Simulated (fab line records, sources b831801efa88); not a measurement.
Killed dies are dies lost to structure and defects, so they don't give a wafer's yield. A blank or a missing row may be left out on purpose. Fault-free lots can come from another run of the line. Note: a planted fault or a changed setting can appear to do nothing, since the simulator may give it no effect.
fab line records	flow sky130
[record] lots = 5	wafers = 15	last-day = 50
route steps=708 shown VT_ADJUST_HVTP@89 VT_ADJUST_LVTN@97 VT_ADJUST_NCORE@119
lots with no fault: from the same line, run without faults
start-h: hours from the record's opening day to when the first of the lot's shown wafers began	wait-h: how many hours have passed since the lot's step before this one	" repeats the value in the row above	L1.1+2: a row that stands for several wafers	- no value present, or no start provided	* or withheld: withheld	< > ~ a bound
route shown NAME@n: NAME is a module with steps in the file, n the number in the route of the first one	usual: average and standard deviation across the fault-free wafers	same: alike in all rows	chamber/n: place in a boat	sites: each site's reading	_std_site: how widely they spread, as a standard deviation	_edge_site: mean of outer sites minus mean of inner sites	radius-mm: for every site, how far away it sits from the centre of the wafer	mask NAME#n: copy n	behind: tool/chamber where the wafer was last shaped	hold: the reason the lot was held/the length of the hold in hours/how it ended	device: whichever transistor did not switch (one of n, p or np)	end of line: tests run on the same wafers once the route is complete	a step without rows: its recipe alone	killed: dies that structure and defects cost at the first sort, which is not the same as the wafer's yield	map: shows each die of a wafer: x if killed, . if not, _ if none is there
set.NAME: the run value of the setting; set.NAME@STEP: its run value at that earlier step	model.NAME: the simulator's own value behind a step, which no gauge read
lots seen at some steps along the route; tables by step, rows by wafer
services: from which hour (start-h, from the record's first day; less than 0 if before it) a tool's chamber was out of use, for how many hours, and why
[[steps]]
[step SKY_VT_ADJUST_HVTP_EXPOSE_04]
[recipe] mask-id = HVTPM	na = 0.6	source-shape = conventional	sigma-outer = 0.6	polarization = unpolarized	target-cd-nm = 380	dose-mj = 140
[step SKY_VT_ADJUST_HVTP_PEB_05]
[recipe] temp-c = withheld	time-s = *	resist = NOVOLAK
[step SKY_VT_ADJUST_HVTP_DEVELOP_06]
[recipe] resist = NOVOLAK	developer = TMAH	develop-time-s = 60	dev-temp-c = 23
[step SKY_VT_ADJUST_HVTP_CD_MEAS_07]
[recipe] target-cd-nm = 380
[usual] cd-nm = 380.0/2.5
lot.wafer	tool	chamber	start-h	wait-h	cd-nm
L821.2	cd-sem-01	-	149.34	0.1	379.4
L821.3	"	-	"	"	377.7
L821.6	"	-	"	"	379.4
L824.2	cd-sem-01	-	176.36	0.1	378.3
L824.3	"	-	"	"	380.6
L824.6	"	-	"	"	379.2
L833.1	cd-sem-02	-	234.93	0.2	376.8
L833.2	"	-	"	"	376.9
L833.6	"	-	"	"	375.4
L832.3	cd-sem-01	-	235.15	0.1	382.7
L832.5	"	-	"	"	380.7
L832.6	"	-	"	"	382.6
L836.1	cd-sem-01	-	249.54	0.1	383.3
L836.2	"	-	"	"	382.8
L836.5	"	-	"	"	381.3
[step SKY_VT_ADJUST_HVTP_OVL_MEAS_08]
[usual] VT_ADJUST_HVTP_OVL = 0.0/1.2
lot.wafer	tool	chamber	start-h	wait-h	VT_ADJUST_HVTP_OVL[nm]
L821.2	overlay-02	-	149.45	0.1	3.0
L821.3	"	-	"	"	1.8
L821.6	"	-	"	"	0.9
L824.2	overlay-02	-	176.47	0.1	-1.0
L824.3	"	-	"	"	-3.0
L824.6	"	-	"	"	0.7
L833.1	overlay-02	-	235.05	0.1	0.9
L833.2	"	-	"	"	-2.4
L833.6	"	-	"	"	0.1
L832.3	overlay-01	-	235.24	0.1	1.4
L832.5	"	-	"	"	3.0
L832.6	"	-	"	"	1.6
L836.1	overlay-02	-	249.66	0.1	0.7
L836.2	"	-	"	"	-1.4
L836.5	"	-	"	"	-0.6
[step SKY_VT_ADJUST_HVTP_IMPLANT_09]
[recipe] species = As	energy-kev = 150	dose-cm2 = 4.3e+12	tilt-deg = withheld
[step SKY_VT_ADJUST_HVTP_STRIP_10]
[recipe] chemistry = O2/N2	power-w = 1400	pressure-mtorr = 1500	platen-temp-c = withheld	o2-flow-sccm = 3000	n2-flow-sccm = 300	overash-fraction = 0.5
[usual] drypump-motor-current-A = 5.6/0.48	oes-product-au = 0.717/0.0046	strip-time-to-endpoint-s = 14.275/0.029
lot.wafer	tool	chamber	start-h	wait-h	drypump-motor-current-A	oes-product-au	rf-hours-counter-h	strip-time-to-endpoint-s
L821.2	plasma-asher-02	1	149.63	0.1	5.2	0.719	33	14.310
L821.3	"	1	"	"	5.2	0.714	-	14.276
L821.6	"	1	"	"	5.2	0.720	-	14.269
L824.2	plasma-asher-02	1	176.65	0.1	5.2	0.713	36	14.295
L824.3	"	0	"	"	6.1	0.719	-	14.309
L824.6	"	1	"	"	5.2	0.713	-	14.312
L833.1	plasma-asher-01	1	235.24	0.1	5.7	0.719	13	14.218
L833.2	"	0	"	"	4.9	0.723	13	14.253
L833.6	"	1	"	"	5.7	0.716	-	14.243
L832.3	plasma-asher-03	1	235.45	0.1	6.2	0.713	-	14.276
L832.5	"	1	"	"	6.2	0.710	-	14.294
L832.6	"	0	"	"	5.2	0.708	-	14.283
L836.1	plasma-asher-01	1	249.85	0.1	5.7	0.713	14	14.252
L836.2	"	0	"	"	4.9	0.714	14	14.282
L836.5	"	0	"	"	4.9	0.706	-	14.276
[step SKY_VT_ADJUST_HVTP_TW_MEAS_11]
[usual] VT_ADJUST_HVTP_TW = 1350/9.6
lot.wafer	tool	chamber	start-h	wait-h	VT_ADJUST_HVTP_TW
L821.2	film-metro-03	-	149.74	0.1	1338
L821.3	"	-	"	"	1342
L821.6	"	-	"	"	1343
L824.2	film-metro-03	-	176.76	0.1	1347
L824.3	"	-	"	"	1351
L824.6	"	-	"	"	1339
L833.1	film-metro-02	-	235.34	0.1	1359
L833.2	"	-	"	"	1361
L833.6	"	-	"	"	1353
L832.3	film-metro-03	-	235.54	0.1	1347
L832.5	"	-	"	"	1353
L832.6	"	-	"	"	1353
L836.1	film-metro-03	-	249.95	0.1	1356
L836.2	"	-	"	"	1346
L836.5	"	-	"	"	1347
[step SKY_VT_ADJUST_LVTN_DEHYDRATE_00]
[recipe] temp-c = 200	time-s = 60
[step SKY_VT_ADJUST_LVTN_HMDS_01]
[recipe] prime-time-s = 60	prime-temp-c = 120
[step SKY_VT_ADJUST_LVTN_COAT_02]
[recipe] spin-rpm = 2000	resist-thk-nm = 3000
[step SKY_VT_ADJUST_LVTN_SOFTBAKE_03]
[recipe] temp-c = 110	time-s = withheld
[step SKY_VT_ADJUST_LVTN_EXPOSE_04]
[recipe] mask-id = NWM_COMPLEMENT_LESS_NATIVE	na = 0.6	source-shape = conventional	sigma-outer = 0.6	polarization = unpolarized	target-cd-nm = 840	dose-mj = 194
[usual] exposure-dose-mJ-cm2 = 193.98/0.19
lot.wafer	tool	chamber	start-h	wait-h	mask	exposure-dose-mJ-cm2
L821.2	iline-stepper-01	0	160.09	-	HVN_STD_DERIVED#0	194.05
L821.3	"	0	"	"	HVN_STD_DERIVED#0	193.88
L821.6	"	0	"	"	HVN_STD_DERIVED#0	194.05
L824.2	iline-stepper-02	0	187.66	-	NWM_COMPLEMENT_LESS_NATIVE#0	193.97
L824.3	"	0	"	"	NWM_COMPLEMENT_LESS_NATIVE#0	193.79
L824.6	"	0	"	"	NWM_COMPLEMENT_LESS_NATIVE#0	194.06
L833.1	iline-stepper-02	0	246.64	-	NWM_COMPLEMENT_LESS_NATIVE#0	194.05
L833.2	"	0	"	"	NWM_COMPLEMENT_LESS_NATIVE#0	193.85
L833.6	"	0	"	"	NWM_COMPLEMENT_LESS_NATIVE#0	194.14
L832.3	iline-stepper-01	0	247.10	-	NWM_COMPLEMENT_LESS_NATIVE#0	194.17
L832.5	"	0	"	"	NWM_COMPLEMENT_LESS_NATIVE#0	194.21
L832.6	"	0	"	"	NWM_COMPLEMENT_LESS_NATIVE#0	194.00
L836.1	iline-stepper-02	0	261.61	-	NWM_COMPLEMENT_LESS_NATIVE#0	193.99
L836.2	"	0	"	"	NWM_COMPLEMENT_LESS_NATIVE#0	193.66
L836.5	"	0	"	"	NWM_COMPLEMENT_LESS_NATIVE#0	193.95
[step SKY_VT_ADJUST_LVTN_PEB_05]
[recipe] temp-c = 115	time-s = withheld
[step SKY_VT_ADJUST_LVTN_DEVELOP_06]
[recipe] wall-angle-deg = 90	developer = TMAH	develop-time-s = 60	dev-temp-c = 23
[step SKY_VT_ADJUST_LVTN_OVL_MEAS_07]
[usual] VT_ADJUST_LVTN_OVL = -0.3/1.2
lot.wafer	tool	chamber	start-h	wait-h	VT_ADJUST_LVTN_OVL[nm]
L821.2	overlay-01	-	169.64	-	-
L821.3	"	-	"	"	-
L821.6	"	-	"	"	-
L824.2	overlay-02	-	198.54	-	0.4
L824.3	"	-	"	"	1.6
L824.6	"	-	"	"	0.4
L833.1	overlay-01	-	259.13	-	-1.3
L833.2	"	-	"	"	-3.0
L833.6	"	-	"	"	-2.2
L832.3	overlay-02	-	259.50	-	-1.5
L832.5	"	-	"	"	-1.7
L832.6	"	-	"	"	-0.1
L836.1	overlay-02	-	273.76	-	-0.9
L836.2	"	-	"	"	1.4
L836.5	"	-	"	"	0.0
[step SKY_VT_ADJUST_LVTN_IMPLANT_08]
[recipe] species = B	energy-kev = 30	dose-cm2 = 1.57e+12	tilt-deg = withheld
[step SKY_VT_ADJUST_LVTN_STRIP_09]
[recipe] chemistry = O2/N2	power-w = 1400	pressure-mtorr = 1500	platen-temp-c = withheld	o2-flow-sccm = 3000	n2-flow-sccm = 300	overash-fraction = 0.5
[usual] drypump-motor-current-A = 5.4/0.37	oes-product-au = 0.722/0.0044	strip-time-to-endpoint-s = 36.97/0.11
lot.wafer	tool	chamber	start-h	wait-h	drypump-motor-current-A	oes-product-au	rf-hours-counter-h	strip-time-to-endpoint-s
L821.2	plasma-asher-01	0	169.82	0.1	4.9	0.722	5	36.87
L821.3	"	1	"	"	5.7	0.711	-	36.84
L821.6	"	1	"	"	5.7	0.721	-	36.90
L824.2	plasma-asher-01	1	198.72	0.1	5.7	0.724	8	37.00
L824.3	"	0	"	"	4.9	0.718	-	36.98
L824.6	"	1	"	"	5.7	0.728	-	36.98
L833.1	plasma-asher-04	1	259.32	0.1	5.2	0.716	54	37.09
L833.2	"	0	"	"	5.8	0.713	54	37.13
L833.6	"	0	"	"	5.8	0.718	-	37.10
L832.3	plasma-asher-04	0	259.70	0.1	5.7	0.720	-	36.82
L832.5	"	1	"	"	5.2	0.723	-	36.98
L832.6	"	0	"	"	5.8	0.727	-	36.99
L836.1	plasma-asher-02	1	273.95	0.1	5.2	0.721	46	36.81
L836.2	"	0	"	"	6.1	0.720	46	36.83
L836.5	"	1	"	"	5.2	0.726	-	36.92
[step SKY_VT_ADJUST_LVTN_TW_MEAS_10]
[usual] VT_ADJUST_LVTN_TW = 240.4/1.4
lot.wafer	tool	chamber	start-h	wait-h	VT_ADJUST_LVTN_TW
L821.2	film-metro-04	-	169.93	0.1	29.7
L821.3	"	-	"	"	29.8
L821.6	"	-	"	"	29.7
L824.2	film-metro-03	-	198.83	0.1	237.6
L824.3	"	-	"	"	238.2
L824.6	"	-	"	"	237.7
L833.1	film-metro-02	-	259.42	0.1	241.2
L833.2	"	-	"	"	240.8
L833.6	"	-	"	"	241.6
L832.3	film-metro-04	-	259.79	0.1	240.0
L832.5	"	-	"	"	239.4
L832.6	"	-	"	"	239.6
L836.1	film-metro-04	-	274.05	0.1	239.5
L836.2	"	-	"	"	240.2
L836.5	"	-	"	"	239.9
[step SKY_VT_ADJUST_LVTN_DEHYDRATE_11]
[recipe] temp-c = 200	time-s = 60
[step SKY_VT_ADJUST_LVTN_HMDS_12]
[recipe] prime-time-s = 60	prime-temp-c = 120
[step SKY_VT_ADJUST_LVTN_COAT_13]
[recipe] resist = NOVOLAK	spin-rpm = 3000	resist-thk-nm = 1140
[step SKY_VT_ADJUST_LVTN_SOFTBAKE_14]
[recipe] temp-c = 90	time-s = 60	resist = NOVOLAK
[step SKY_VT_ADJUST_LVTN_EXPOSE_15]
[recipe] mask-id = HVN_STD_DERIVED	na = 0.6	source-shape = conventional	sigma-outer = 0.6	polarization = unpolarized	target-cd-nm = 600	dose-mj = 163
[step SKY_VT_ADJUST_LVTN_PEB_16]
[recipe] temp-c = withheld	time-s = *	resist = NOVOLAK
[step SKY_VT_ADJUST_LVTN_DEVELOP_17]
[recipe] resist = NOVOLAK	developer = TMAH	develop-time-s = 60	dev-temp-c = 23
[step SKY_VT_ADJUST_LVTN_OVL_MEAS_18]
[usual] VT_ADJUST_LVTN_01_OVL = 0.9/1.4
lot.wafer	tool	chamber	start-h	wait-h	VT_ADJUST_LVTN_01_OVL[nm]
L821.2	overlay-01	-	190.93	0.1	-1.3
L821.3	"	-	"	"	1.5
L821.6	"	-	"	"	0.3
L824.2	overlay-02	-	220.49	0.1	-0.9
L824.3	"	-	"	"	1.6
L824.6	"	-	"	"	0.5
L833.1	overlay-01	-	282.38	0.1	0.5
L833.2	"	-	"	"	-0.7
L833.6	"	-	"	"	0.2
L832.3	overlay-01	-	283.38	0.1	-1.1
L832.5	"	-	"	"	-2.4
L832.6	"	-	"	"	-0.7
L836.1	overlay-02	-	299.38	0.1	1.4
L836.2	"	-	"	"	0.4
L836.5	"	-	"	"	1.5
[step SKY_VT_ADJUST_LVTN_IMPLANT_19]
[recipe] species = B	energy-kev = 30	dose-cm2 = 6.5e+11	tilt-deg = withheld
[step SKY_VT_ADJUST_LVTN_STRIP_20]
[recipe] chemistry = O2/N2	power-w = 1400	pressure-mtorr = 1500	platen-temp-c = withheld	o2-flow-sccm = 3000	n2-flow-sccm = 300	overash-fraction = 0.5
[usual] drypump-motor-current-A = 5.5/0.41	oes-product-au = 0.716/0.0046	strip-time-to-endpoint-s = 14.18/0.041
lot.wafer	tool	chamber	start-h	wait-h	drypump-motor-current-A	oes-product-au	rf-hours-counter-h	strip-time-to-endpoint-s
L821.2	plasma-asher-01	0	191.11	0.1	4.9	0.714	7	14.24
L821.3	"	1	"	"	5.7	0.716	-	14.24
L821.6	"	1	"	"	5.7	0.711	-	14.22
L824.2	plasma-asher-01	0	220.67	0.1	4.9	0.721	11	14.13
L824.3	"	1	"	"	5.7	0.723	-	14.17
L824.6	"	0	"	"	4.9	0.716	-	14.14
L833.1	plasma-asher-01	1	282.57	0.1	5.7	0.718	18	14.21
L833.2	"	0	"	"	4.9	0.711	18	14.22
L833.6	"	0	"	"	4.9	0.712	-	14.22
L832.3	plasma-asher-02	1	283.59	0.1	5.2	0.714	-	14.18
L832.5	"	0	"	"	6.1	0.709	-	14.13
L832.6	"	1	"	"	5.2	0.706	-	14.17
L836.1	plasma-asher-04	1	299.57	0.1	5.2	0.714	57	14.13
L836.2	"	0	"	"	5.8	0.716	57	14.17
L836.5	"	0	"	"	5.8	0.715	-	14.16
[step SKY_VT_ADJUST_LVTN_TW_MEAS_21]
[usual] VT_ADJUST_LVTN_2_TW = 187.3/1.2
lot.wafer	tool	chamber	start-h	wait-h	VT_ADJUST_LVTN_2_TW
L821.2	film-metro-04	-	191.22	0.1	265.2
L821.3	"	-	"	"	263.3
L821.6	"	-	"	"	264.4
L824.2	film-metro-02	-	220.82	0.1	188.9
L824.3	"	-	"	"	189.1
L824.6	"	-	"	"	188.7
L833.1	film-metro-02	-	282.67	0.1	189.4
L833.2	"	-	"	"	188.2
L833.6	"	-	"	"	187.4
L832.3	film-metro-03	-	283.68	0.1	185.5
L832.5	"	-	"	"	185.1
L832.6	"	-	"	"	184.7
L836.1	film-metro-02	-	299.67	0.1	188.0
L836.2	"	-	"	"	187.5
L836.5	"	-	"	"	187.7
[step SKY_VT_ADJUST_NCORE_DEHYDRATE_00]
[recipe] temp-c = 200	time-s = 60
[[services]]
tool	chamber	start-h	hours	kind
iline-stepper-01	-	186.25	4.4	pm
iline-stepper-02	-	193.80	7.2	repair
iline-stepper-01	-	205.32	3.6	repair
plasma-asher-04	-	207.68	24.5	repair
iline-stepper-02	-	228.88	1.7	pm
iline-stepper-01	-	238.76	1.7	pm
iline-stepper-01	-	253.53	2.1	pm
iline-stepper-01	-	255.61	-	consumable-replace:lamp
plasma-asher-04	-	264.07	11.3	pm
[[key]]
[first-sign] step = SKY_VT_ADJUST_LVTN_EXPOSE_04	reading = mask	direction = changed
[effect] step = SKY_VT_ADJUST_LVTN_OVL_MEAS_07	reading = VT_ADJUST_LVTN_OVL	direction = missing
[effect] step = SKY_VT_ADJUST_LVTN_TW_MEAS_10	reading = VT_ADJUST_LVTN_TW	direction = down	sigmas = 99+	usual = 240.4	struck = 29.7
[effect] step = SKY_VT_ADJUST_LVTN_TW_MEAS_21	reading = VT_ADJUST_LVTN_2_TW	direction = up	sigmas = 65	usual = 187.3	struck = 264.3
met-at SKY_VT_ADJUST_LVTN_EXPOSE_04
struck-wafers L821.2,L821.3,L821.6
sort-left-out L821.2,L821.3,L821.6
tester-left-out L821
[fault] kind = wrong-mask	tool = any	chamber = -	onset-h = 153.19	steps = SKY_VT_ADJUST_LVTN_EXPOSE_04	aux-copy = HVN_STD_DERIVED#0	scope = struck-lots-only
// tester-left-out: of these lots the tester's yield and bins aren't shown, on N5 and GAA mostly nor the transistor test; their killed dies are dies lost to structure and defects alone, not to doping, threshold or leakage, so they don't give the yield
// sort-left-out: the simulated sort isn't trusted on such a fault, so these wafers' sort isn't shown, and their yield isn't known
